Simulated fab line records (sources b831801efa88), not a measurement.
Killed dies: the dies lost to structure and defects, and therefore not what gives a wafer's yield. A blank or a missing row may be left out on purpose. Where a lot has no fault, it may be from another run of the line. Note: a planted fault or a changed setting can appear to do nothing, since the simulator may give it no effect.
One fault through the eyes of 2 desks ; flow gf180mcu ; every desk sees just its own numbers, and what lay behind them comes last

## METROLOGY DESK
What the gauges read for every lot (on any tool): the sampled wafers with a number, averaged. The brackets show how far a lot's mean lies from the usual mean; more than 4 standard deviations puts the lot out of limits, marked OUT. Shown here are 7 of its 9 readings, the ones lying furthest out on some lot.
Columns: A = V3_W_RS at GF_V3_RS_MEAS_24, usual 0.324 ohm/sq; B = V3_W_THK at GF_V3_THK_MEAS_25, usual 349 nm; C = M4_ALCU_RS at GF_M4_RS_MEAS_05, usual 0.0696 ohm/sq; D = M4_ALCU_THK at GF_M4_THK_MEAS_06, usual 450 nm; E = cd_nm at GF_M4_CD_MEAS_14, usual 280.1 nm; F = M4_OVL at GF_M4_OVL_MEAS_15, usual 1 nm; G = V4_BOW at GF_V4_BOW_MEAS_05, usual 135 um
lot;first seen here;A;B;C;D;E;F;G
L488;day 23 06:39;0.323;347;0.0684;458;280.5;-1;134
L493;day 25 03:19;0.324;350;0.0694;454;278.8;2;147
L494;day 25 04:47;0.326;343;0.0695;449;279.7;-7;134
L496;day 25 23:52;0.327;347;0.0678;463;279.8;6;131
L497;day 26 12:54;0.320;352;0.0711;442;282.8;-10;137
L509;day 29 22:42;0.319;352;0.0690;453;279.4;7;145
Result from this desk: across the 6 lots, nothing is out of limits.

## AT THE TOOL OWNER'S DESK: pvd_sputter-02
At GF_M4_SPUTTER_04 (material TiN, target thk 50 nm, time 41.7 s) the tool's own readings: per lot run on this tool, the mean of the sampled wafers that have a number. The brackets show how far a lot's mean lies from the usual mean; more than 4 standard deviations puts the lot out of limits, marked OUT.
Columns: A = chamber_pressure_pa at GF_M4_SPUTTER_04, usual 0.4001 Pa; B = throttle_valve_pct at GF_M4_SPUTTER_04, usual 29.9 %
lot;first seen here;A;B
L488;day 23 07:17;0.4000;30.1
L493;day 25 03:55;0.3999;29.9
L494;day 25 05:25;0.4003;29.4
L496;day 26 00:28;0.3992;29.9
Result from this desk: across the 4 lots, nothing is out of limits.

## TAKEN TOGETHER
Nothing out of limits was seen by the metrology desk.
Nothing out of limits was seen by the tool owner's desk.

## WHAT THE SIMULATOR HAD INSERTED
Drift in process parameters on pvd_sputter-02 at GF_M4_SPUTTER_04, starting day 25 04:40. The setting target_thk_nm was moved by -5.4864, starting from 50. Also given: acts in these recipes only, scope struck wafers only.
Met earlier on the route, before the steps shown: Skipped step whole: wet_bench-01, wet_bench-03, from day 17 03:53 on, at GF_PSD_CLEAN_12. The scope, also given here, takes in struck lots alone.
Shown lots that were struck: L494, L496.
